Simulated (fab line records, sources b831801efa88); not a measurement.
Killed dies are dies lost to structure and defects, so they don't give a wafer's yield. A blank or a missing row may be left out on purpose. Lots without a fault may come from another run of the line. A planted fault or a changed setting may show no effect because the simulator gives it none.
fab line records | flow gf180mcu | part 1 of 2: steps 1 to 28 of 39
record lots=5 wafers=15 last_day=34
route steps=602 shown V1@343 M2@362
lots that met no fault: from a run of the same line without faults
start_h: hours from the record's first day to the start of the lot's first wafer shown | wait_h: hours since the lot's step before | " the same as in the row above | L1.1+2: a row that stands for several wafers | - no value, or no start given | * or withheld: withheld | < > ~ a bound
route shown NAME@n: a module of which the file shows steps, and the number in the route of the first | usual: mean/standard deviation of fault-free wafers | same: alike in all rows | chamber/n: place in a boat | sites: the reading at each site | _std_site: their standard deviation | _edge_site: outer sites' mean less inner sites' | radius_mm: how far each site lies from the wafer's centre | mask NAME#n: copy n | behind: the tool/chamber that last shaped the wafer | hold: why the lot was held/for how many hours/how that ended | device: the transistor (n, p or np) that didn't switch | end of line: the same wafers' tests at the end of the route | a step without rows: its recipe alone | killed: dies lost to structure and defects at the first sort, not the wafer's yield | map: a wafer's dies, x killed, . not, _ none there
set.NAME: the setting as run; set.NAME@STEP: as run at that earlier step | model.NAME: the simulator's own value behind a step, which no gauge read
lots at some steps of the route; a table a step, a row a wafer
services: from which hour (start_h, from the record's first day; less than 0 if before it) a tool's chamber was out of use, for how many hours, and why
## steps
# step GF_V1_COAT_08
# recipe resist=BARC temp_c=withheld time_s=withheld spin_rpm=withheld resist_thk_nm=withheld
# columns lot.wafer tool chamber start_h wait_h
L077.2+4+5 litho_track-04 0 438.96 0.1
L085.2+3+6 litho_track-02 0 509.39 0.1
L087.3+4+6 litho_track-02 0 542.31 0.1
L093.2+5+6 litho_track-04 0 565.11 0.1
L095.1+3+6 litho_track-02 0 578.81 0.1
# step GF_V1_COAT_09
# recipe resist=KrF spin_rpm=withheld resist_thk_nm=1000
# columns lot.wafer tool chamber start_h wait_h
L077.2+4+5 litho_track-04 0 - -
L085.2+3+6 litho_track-02 0 - -
L087.3+4+6 litho_track-02 0 - -
L093.2+5+6 litho_track-04 0 - -
L095.1+3+6 litho_track-02 0 - -
# step GF_V1_SOFTBAKE_10
# recipe temp_c=130 time_s=60 resist=KrF
# columns lot.wafer tool chamber start_h wait_h
L077.2+4+5 litho_track-04 0 - -
L085.2+3+6 litho_track-02 0 - -
L087.3+4+6 litho_track-02 0 - -
L093.2+5+6 litho_track-04 0 - -
L095.1+3+6 litho_track-02 0 - -
# step GF_V1_EXPOSE_11
# recipe mask_id=Via1 target_cd_nm=260 na=0.68 source_shape=conventional sigma_outer=0.6 dose_mj=38
# columns lot.wafer tool chamber start_h wait_h mask
L077.2+4+5 krf_scanner-02 0 - - Via1#0
L085.2+3+6 krf_scanner-01 0 - - Via1#0
L087.3+4+6 krf_scanner-01 0 - - Via1#0
L093.2+5+6 krf_scanner-02 0 - - Via1#0
L095.1+3+6 krf_scanner-02 0 - - Via1#0
# step GF_V1_PEB_12
# recipe peb_temp_c=135 peb_time_s=90 resist=KrF
# columns lot.wafer tool chamber start_h wait_h
L077.2+4+5 litho_track-02 0 - -
L085.2+3+6 litho_track-01 0 - -
L087.3+4+6 litho_track-01 0 - -
L093.2+5+6 litho_track-01 0 - -
L095.1+3+6 litho_track-04 0 - -
# step GF_V1_DEVELOP_13
# recipe develop_time_s=60 resist=KrF dev_temp_c=21
# columns lot.wafer tool chamber start_h wait_h
L077.2+4+5 litho_track-02 0 451.54 0.2
L085.2+3+6 litho_track-01 0 521.43 0.2
L087.3+4+6 litho_track-01 0 553.86 0.1
L093.2+5+6 litho_track-01 0 576.78 0.2
L095.1+3+6 litho_track-04 0 589.03 0.2
# step GF_V1_CD_MEAS_14
# recipe target_cd_nm=260
# usual cd_nm=260.3/1.1
# columns lot.wafer tool chamber start_h wait_h cd_nm
L077.2 cd_sem-02 - 451.68 0.1 260.2
L077.4 " - " " 259.6
L077.5 " - " " 259.2
L085.2 cd_sem-02 - 521.58 0.1 260.5
L085.3 " - " " 260.4
L085.6 " - " " 261.3
L087.3 cd_sem-02 - 554.00 0.1 259.5
L087.4 " - " " 259.9
L087.6 " - " " 260.7
L093.2 cd_sem-02 - 576.93 0.1 259.6
L093.5 " - " " 261.0
L093.6 " - " " 260.3
L095.1 cd_sem-01 - 589.18 0.1 261.3
L095.3 " - " " 259.2
L095.6 " - " " 260.6
# step GF_V1_OVL_MEAS_15
# usual V1_OVL=-2/5.3
# columns lot.wafer tool chamber start_h wait_h V1_OVL[nm]
L077.2 overlay-01 - 451.79 0.1 -6
L077.4 " - " " -7
L077.5 " - " " -4
L085.2 overlay-02 - 521.68 0.1 8
L085.3 " - " " 7
L085.6 " - " " 8
L087.3 overlay-01 - 554.09 0.1 -7
L087.4 " - " " -5
L087.6 " - " " 0
L093.2 overlay-02 - 577.03 0.1 -7
L093.5 " - " " -5
L093.6 " - " " -6
L095.1 overlay-02 - 589.30 0.1 -4
L095.3 " - " " 4
L095.6 " - " " 1
# step GF_V1_ETCH_16
# recipe chemistry=N2/H2 target_depth_a=withheld overetch_a=withheld time_s=withheld target=BARC ion_energy_ev=200 source_w=500 bias_w=100 pressure_mtorr=30 n2_flow_sccm=100 h2_flow_sccm=200
# usual drypump_motor_current_A=5.8/0.48 h2_flow_sccm=200.0/0.58 oes_product_au=0.856/0.0046 rf_fwd_power_W=494.6/2.6 throttle_valve_pct=13.224/0.0084
# columns lot.wafer tool chamber start_h wait_h drypump_motor_current_A h2_flow_sccm oes_product_au rf_fwd_power_W throttle_valve_pct
L077.2 rie_diel-03 2 451.82 0.0 5.7 199.7 0.848 497.7 13.226
L077.4 " 3 " " 5.4 200.5 0.857 492.6 13.236
L077.5 " 1 " " 5.8 199.8 0.859 496.3 13.214
L085.2 rie_diel-04 1 521.71 0.0 5.2 199.8 0.855 495.1 13.219
L085.3 " 2 " " 6.2 199.7 0.859 493.5 13.223
L085.6 " 3 " " 6.1 200.0 0.855 492.8 13.225
L087.3 rie_diel-03 0 554.11 0.0 6.4 200.1 0.858 493.4 13.226
L087.4 " 1 " " 5.8 201.7 0.856 496.9 13.214
L087.6 " 1 " " 5.8 199.8 0.865 499.2 13.223
L093.2 rie_diel-01 1 577.06 0.0 5.9 200.5 0.856 495.8 13.237
L093.5 " 2 " " 6.0 199.8 0.858 497.4 13.216
L093.6 " 3 " " 4.9 198.7 0.858 493.0 13.213
L095.1 rie_diel-03 2 589.34 0.0 5.6 200.3 0.854 496.7 13.229
L095.3 " 3 " " 5.4 198.9 0.856 491.7 13.234
L095.6 " 0 " " 6.4 199.4 0.848 493.6 13.228
# step GF_V1_ETCH_17
# recipe chemistry=C4F8/O2/Ar mask_material=KrF target=SiO2 stop_on=TiN source_w=1500 bias_w=1200 pressure_mtorr=40 c4f8_flow_sccm=withheld O2_flow_sccm=6 Ar_flow_sccm=300 time_s=withheld target_depth_a=6300
# usual oes_product_au=0.856/0.0044 rf_fwd_power_W=1492/5.4
# columns lot.wafer tool chamber start_h wait_h oes_product_au rf_fwd_power_W
L077.2 rie_diel-03 2 - - 0.851 1488
L077.4 " 3 " " 0.851 1487
L077.5 " 1 " " 0.858 1493
L085.2 rie_diel-04 1 - - 0.860 1485
L085.3 " 2 " " 0.856 1491
L085.6 " 3 " " 0.856 1482
L087.3 rie_diel-03 0 - - 0.860 1494
L087.4 " 1 " " 0.863 1488
L087.6 " 1 " " 0.847 1489
L093.2 rie_diel-01 1 - - 0.862 1493
L093.5 " 2 " " 0.865 1491
L093.6 " 3 " " 0.855 1495
L095.1 rie_diel-03 2 - - 0.859 1490
L095.3 " 3 " " 0.857 1482
L095.6 " 0 " " 0.861 1487
# step GF_V1_STRIP_18
# recipe chemistry=O2/N2 power_w=1400 pressure_mtorr=1500 platen_temp_c=250 o2_flow_sccm=3000 n2_flow_sccm=300 overash_fraction=0.5
# usual drypump_motor_current_A=5.6/0.41 heater_power_w=353/28 oes_product_au=0.593/0.0049
# columns lot.wafer tool chamber start_h wait_h drypump_motor_current_A heater_power_w oes_product_au rf_hours_counter_h
L077.2 plasma_asher-01 0 451.95 - 5.8 374 0.590 67
L077.4 " 0 " " 5.8 377 0.586 -
L077.5 " 0 " " 5.8 383 0.596 -
L085.2 plasma_asher-01 1 521.84 - 5.6 312 0.593 74
L085.3 " 0 " " 5.7 383 0.597 -
L085.6 " 1 " " 5.6 316 0.587 -
L087.3 plasma_asher-01 0 554.27 - 5.7 392 0.595 -
L087.4 " 1 " " 5.6 316 0.591 -
L087.6 " 1 " " 5.6 311 0.606 -
L093.2 plasma_asher-04 0 577.19 - 5.4 356 0.594 94
L093.5 " 0 " " 5.3 357 0.594 -
L093.6 " 1 " " 6.3 315 0.598 -
L095.1 plasma_asher-01 0 589.47 - 5.7 381 0.593 81
L095.3 " 0 " " 5.8 387 0.593 -
L095.6 " 0 " " 5.8 378 0.590 -
# step GF_V1_STRIP_19
# recipe chemistry=post_etch_residue_remover time_s=1200 temp_c=72.5
# usual bath_heat_duty_pct=13.4/1.5
# columns lot.wafer tool chamber start_h wait_h bath_heat_duty_pct
L077.2 wet_bench-03 0 452.05 0.1 14.0
L077.4 " 0 " " 14.2
L077.5 " 0 " " 15.0
L085.2 wet_bench-04 3 521.94 0.1 12.5
L085.3 " 3 " " 13.2
L085.6 " 3 " " 14.3
L087.3 wet_bench-03 3 554.34 0.0 13.4
L087.4 " 3 " " 14.2
L087.6 " 3 " " 14.1
L093.2 wet_bench-01 0 577.29 0.1 16.1
L093.5 " 0 " " 15.6
L093.6 " 0 " " 14.8
L095.1 wet_bench-01 2 589.57 0.1 12.4
L095.3 " 2 " " 9.6
L095.6 " 2 " " 12.0
# step GF_V1_CLEAN_20
# recipe chemistry=DIW dry=n2_spin
# columns lot.wafer tool chamber start_h wait_h
L077.2+4+5 wet_bench-04 0 452.73 0.0
L085.2+3+6 wet_bench-03 0 522.28 0.0
L087.3+4+6 wet_bench-04 3 554.68 0.0
L093.2+5+6 wet_bench-03 2 577.66 0.0
L095.1+3+6 wet_bench-03 2 589.94 0.0
# step GF_V1_SPUTTER_21
# recipe material=Ti target_thk_nm=15 chamber_pressure_pa=5 power_w=2500 substrate_temp_c=200 time_s=80.02
# usual throttle_valve_pct=29.9/1.4
# columns lot.wafer tool chamber start_h wait_h throttle_valve_pct
L077.2 pvd_sputter-01 - 452.82 0.0 30.9
L077.4 " - " " 27.8
L077.5 " - " " 29.6
L085.2 pvd_sputter-02 - 522.38 0.0 27.9
L085.3 " - " " 31.9
L085.6 " - " " 31.9
L087.3 pvd_sputter-02 - 554.77 0.0 28.4
L087.4 " - " " 28.1
L087.6 " - " " 32.3
L093.2 pvd_sputter-03 - 577.76 0.0 30.9
L093.5 " - " " 30.9
L093.6 " - " " 29.1
L095.1 pvd_sputter-02 - 590.03 0.0 28.4
L095.3 " - " " 28.0
L095.6 " - " " 31.2
# step GF_V1_SPUTTER_22
# recipe material=TiN target_thk_nm=10 chamber_pressure_pa=5 power_w=4000 time_s=40
# usual throttle_valve_pct=29.9/1.4
# columns lot.wafer tool chamber start_h wait_h throttle_valve_pct
L077.2 pvd_sputter-01 - 452.88 0.0 30.8
L077.4 " - " " 28.1
L077.5 " - " " 29.6
L085.2 pvd_sputter-02 - 522.44 0.0 28.0
L085.3 " - " " 32.0
L085.6 " - " " 32.3
L087.3 pvd_sputter-02 - 554.84 0.0 28.6
L087.4 " - " " 28.0
L087.6 " - " " 31.9
L093.2 pvd_sputter-03 - 577.82 0.0 30.8
L093.5 " - " " 30.7
L093.6 " - " " 29.5
L095.1 pvd_sputter-02 - 590.09 0.0 28.4
L095.3 " - " " 28.4
L095.6 " - " " 31.0
# step GF_V1_CVD_23
# recipe material=W target_thk_nm=350 time_s=105.05 temp_c=400 pressure_torr=40
# usual heater_power_outer_w=532/17 heater_power_w=868/29
# columns lot.wafer tool chamber start_h wait_h heater_power_outer_w heater_power_w
L077.2 cvd_w-01 1 452.92 0.0 531 840
L077.4 " 1 " " 532 854
L077.5 " 0 " " 513 818
L085.2 cvd_w-02 1 522.48 0.0 519 909
L085.3 " 0 " " 555 885
L085.6 " 0 " " 573 845
L087.3 cvd_w-01 1 554.91 0.1 542 883
L087.4 " 0 " " 511 807
L087.6 " 0 " " 511 823
L093.2 cvd_w-02 1 577.86 0.0 522 889
L093.5 " 0 " " 553 895
L093.6 " 1 " " 520 892
L095.1 cvd_w-02 1 590.13 0.0 519 894
L095.3 " 1 " " 519 862
L095.6 " 0 " " 558 882
# step GF_V1_RS_MEAS_24
# recipe thk_meas_gauge=four-point-probe reads=W_of_V1_CVD_23+TiN_of_V1_SPUTTER_22+Ti_of_V1_SPUTTER_21
# usual V1_W_RS=0.326/0.0035
# columns lot.wafer tool chamber start_h wait_h V1_W_RS[ohm/sq]
L077.2 film_metro-04 - 453.06 0.1 0.331
L077.4 " - " " 0.329
L077.5 " - " " 0.330
L085.2 film_metro-04 - 522.61 0.1 0.327
L085.3 " - " " 0.326
L085.6 " - " " 0.332
L087.3 film_metro-03 - 555.03 0.1 0.328
L087.4 " - " " 0.328
L087.6 " - " " 0.327
L093.2 film_metro-03 - 577.99 0.1 0.326
L093.5 " - " " 0.320
L093.6 " - " " 0.324
L095.1 film_metro-03 - 590.24 0.1 0.327
L095.3 " - " " 0.327
L095.6 " - " " 0.319
# step GF_V1_THK_MEAS_25
# recipe thk_meas_gauge=xrf reads=W_of_V1_CVD_23
# usual V1_W_THK=354/4.3
# columns lot.wafer tool chamber start_h wait_h V1_W_THK[nm]
L077.2 film_metro-04 - 453.17 0.1 348
L077.4 " - " " 352
L077.5 " - " " 348
L085.2 film_metro-04 - 522.72 0.1 354
L085.3 " - " " 351
L085.6 " - " " 348
L087.3 film_metro-03 - 555.13 0.1 351
L087.4 " - " " 350
L087.6 " - " " 350
L093.2 film_metro-03 - 578.10 0.1 352
L093.5 " - " " 358
L093.6 " - " " 356
L095.1 film_metro-03 - 590.36 0.1 352
L095.3 " - " " 351
L095.6 " - " " 359
# step GF_V1_CMP_26
# recipe stop_on=SiO2 down_force_psi=3.5 platen_rpm=60 t_overpolish_s=15 target_thk_nm=0 pad_velocity_m_s=0.94248
# usual motor_current_A=11.4/1.4 overpolish_run_s=15.000/0.0097 time_to_endpoint_s=86/3.8
# columns lot.wafer tool chamber start_h wait_h motor_current_A overpolish_run_s time_to_endpoint_s
L077.2 cmp-01 3 453.22 0.0 9.5 15.002 83
L077.4 " 1 " " 11.6 15.005 79
L077.5 " 3 " " 8.9 14.998 85
L085.3 cmp-01 3 522.82 0.1 8.6 15.012 89
L085.2 " 0 " " 12.0 15.012 92
L085.6 " 3 " " 8.8 14.998 86
L087.3 cmp-01 0 555.17 0.0 12.9 15.004 94
L087.4 " 3 " " 8.8 15.002 89
L087.6 " 1 " " 11.4 14.984 85
L093.2 cmp-02 0 578.30 0.2 12.3 14.986 87
L093.6 " 1 " " 10.4 14.996 87
L093.5 " 2 " " 9.9 15.001 89
L095.3 cmp-01 0 590.42 0.0 12.5 15.000 91
L095.1 " 2 " " 12.2 14.989 84
L095.6 " 0 " " 12.3 14.989 91
# step GF_M2_SPUTTER_00
# recipe material=Ti target_thk_nm=37.5 arriving_ion_energy_ev=80 substrate_temp_c=200 chamber_pressure_pa=2 power_w=4000 time_s=150
# usual throttle_valve_pct=29.7/1.4
# columns lot.wafer tool chamber start_h wait_h throttle_valve_pct
L077.2 pvd_sputter-01 - 453.52 0.2 31.0
L077.4 " - " " 29.4
L077.5 " - " " 30.9
L085.2 pvd_sputter-01 - 523.07 0.1 31.2
L085.3 " - " " 30.7
L085.6 " - " " 30.8
L087.3 pvd_sputter-04 - 555.47 0.2 30.7
L087.4 " - " " 29.4
L087.6 " - " " 29.0
L093.2 pvd_sputter-02 - 578.45 0.1 31.8
L093.5 " - " " 27.9
L093.6 " - " " 31.2
L095.1 pvd_sputter-04 - 590.72 0.1 29.0
L095.3 " - " " 31.0
L095.6 " - " " 29.2
# step GF_M2_SPUTTER_01
# recipe material=TiN target_thk_nm=30 power_w=6500 time_s=25 chamber_pressure_pa=0.4
# usual throttle_valve_pct=29.7/1.4
# columns lot.wafer tool chamber start_h wait_h throttle_valve_pct
L077.2 pvd_sputter-01 - 453.62 0.1 31.0
L077.4 " - " " 29.5
L077.5 " - " " 30.8
L085.2 pvd_sputter-01 - 523.17 0.1 31.1
L085.3 " - " " 30.6
L085.6 " - " " 30.8
L087.3 pvd_sputter-04 - 555.57 0.1 30.6
L087.4 " - " " 29.2
L087.6 " - " " 29.1
L093.2 pvd_sputter-02 - 578.55 0.1 32.0
L093.5 " - " " 28.0
L093.6 " - " " 31.3
L095.1 pvd_sputter-04 - 590.82 0.1 28.8
L095.3 " - " " 30.7
L095.6 " - " " 29.3
# step GF_M2_SPUTTER_02
# recipe material=AlCu target_thk_nm=450 power_w=10600 time_s=23.9 chamber_pressure_pa=0.4
# usual throttle_valve_pct=29.7/1.4
# columns lot.wafer tool chamber start_h wait_h throttle_valve_pct
L077.2 pvd_sputter-01 - 453.65 0.0 30.9
L077.4 " - " " 29.3
L077.5 " - " " 31.0
L085.2 pvd_sputter-01 - 523.20 0.0 31.0
L085.3 " - " " 30.7
L085.6 " - " " 30.4
L087.3 pvd_sputter-04 - 555.60 0.0 30.4
L087.4 " - " " 29.0
L087.6 " - " " 29.0
L093.2 pvd_sputter-02 - 578.58 0.0 31.8
L093.5 " - " " 27.9
L093.6 " - " " 31.2
L095.1 pvd_sputter-04 - 590.86 0.0 29.2
L095.3 " - " " 30.7
L095.6 " - " " 28.6
# step GF_M2_SPUTTER_03
# recipe material=Ti target_thk_nm=10 substrate_temp_c=300 chamber_pressure_pa=0.3 power_w=3000 time_s=6.7
# usual throttle_valve_pct=29.7/1.4
# columns lot.wafer tool chamber start_h wait_h throttle_valve_pct
L077.2 pvd_sputter-01 - 453.68 0.0 30.6
L077.4 " - " " 29.4
L077.5 " - " " 31.1
L085.2 pvd_sputter-01 - 523.23 0.0 31.0
L085.3 " - " " 30.7
L085.6 " - " " 30.6
L087.3 pvd_sputter-04 - 555.63 0.0 31.0
L087.4 " - " " 29.1
L087.6 " - " " 28.8
L093.2 pvd_sputter-02 - 578.61 0.0 32.2
L093.5 " - " " 27.8
L093.6 " - " " 31.1
L095.1 pvd_sputter-04 - 590.89 0.0 29.0
L095.3 " - " " 30.7
L095.6 " - " " 29.2
# step GF_M2_SPUTTER_04
# recipe material=TiN target_thk_nm=50 power_w=6500 time_s=41.7 chamber_pressure_pa=0.4
# usual throttle_valve_pct=29.7/1.4
# columns lot.wafer tool chamber start_h wait_h throttle_valve_pct
L077.2 pvd_sputter-01 - 453.70 0.0 31.0
L077.4 " - " " 29.6
L077.5 " - " " 31.2
L085.2 pvd_sputter-01 - 523.25 0.0 30.7
L085.3 " - " " 30.7
L085.6 " - " " 30.7
L087.3 pvd_sputter-04 - 555.65 0.0 30.8
L087.4 " - " " 29.0
L087.6 " - " " 29.2
L093.2 pvd_sputter-02 - 578.63 0.0 31.9
L093.5 " - " " 28.1
L093.6 " - " " 31.1
L095.1 pvd_sputter-04 - 590.91 0.0 29.0
L095.3 " - " " 30.6
L095.6 " - " " 29.1
# step GF_M2_RS_MEAS_05
# recipe thk_meas_gauge=four-point-probe reads=TiN_of_M2_SPUTTER_04+Ti_of_M2_SPUTTER_03+AlCu_of_M2_SPUTTER_02+TiN_of_M2_SPUTTER_01+Ti_of_M2_SPUTTER_00
# usual M2_ALCU_RS=0.0695/0.00092
# columns lot.wafer tool chamber start_h wait_h M2_ALCU_RS[ohm/sq]
L077.2 film_metro-02 - 453.76 0.0 0.0697
L077.4 " - " " 0.0705
L077.5 " - " " 0.0693
L085.2 film_metro-04 - 523.31 0.0 0.0696
L085.3 " - " " 0.0708
L085.6 " - " " 0.0710
L087.3 film_metro-02 - 555.73 0.1 0.0688
L087.4 " - " " 0.0686
L087.6 " - " " 0.0699
L093.2 film_metro-04 - 578.69 0.0 0.0703
L093.5 " - " " 0.0702
L093.6 " - " " 0.0700
L095.1 film_metro-04 - 590.95 0.0 0.0693
L095.3 " - " " 0.0697
L095.6 " - " " 0.0688
# step GF_M2_THK_MEAS_06
# recipe thk_meas_gauge=xrf reads=AlCu_of_M2_SPUTTER_02
# usual M2_ALCU_THK=448/7
# columns lot.wafer tool chamber start_h wait_h M2_ALCU_THK[nm]
L077.2 film_metro-02 - 453.87 0.1 449
L077.4 " - " " 439
L077.5 " - " " 449
L085.2 film_metro-04 - 523.42 0.1 444
L085.3 " - " " 437
L085.6 " - " " 437
L087.3 film_metro-02 - 555.83 0.1 452
L087.4 " - " " 452
L087.6 " - " " 444
L093.2 film_metro-04 - 578.80 0.1 439
L093.5 " - " " 442
L093.6 " - " " 447
L095.1 film_metro-04 - 591.07 0.1 451
L095.3 " - " " 445
L095.6 " - " " 453
# step GF_M2_DEHYDRATE_07
# recipe temp_c=200 time_s=60
# columns lot.wafer tool chamber start_h wait_h
L077.2+4+5 litho_track-01 0 464.63 10.8
L085.2+3+6 litho_track-04 0 533.91 10.5
L087.3+4+6 litho_track-01 0 566.71 10.9
L093.2+5+6 litho_track-03 0 588.04 9.2
L095.1+3+6 litho_track-04 0 600.88 9.8
# step GF_M2_HMDS_08
# recipe prime_time_s=60 prime_temp_c=120
# usual prime_temp_c=120.01/0.12
# columns lot.wafer tool chamber start_h wait_h prime_temp_c
L077.2 litho_track-01 0 464.78 0.1 120.11
L077.4 " 0 " " 120.07
L077.5 " 0 " " 120.01
L085.2 litho_track-04 0 534.06 0.1 120.05
L085.3 " 0 " " 119.87
L085.6 " 0 " " 120.25
L087.3 litho_track-01 0 566.86 0.1 120.00
L087.4 " 0 " " 119.98
L087.6 " 0 " " 119.97
L093.2 litho_track-03 0 588.19 0.1 120.24
L093.5 " 0 " " 120.08
L093.6 " 0 " " 120.08
L095.1 litho_track-04 0 601.03 0.1 119.98
L095.3 " 0 " " 120.23
L095.6 " 0 " " 120.13
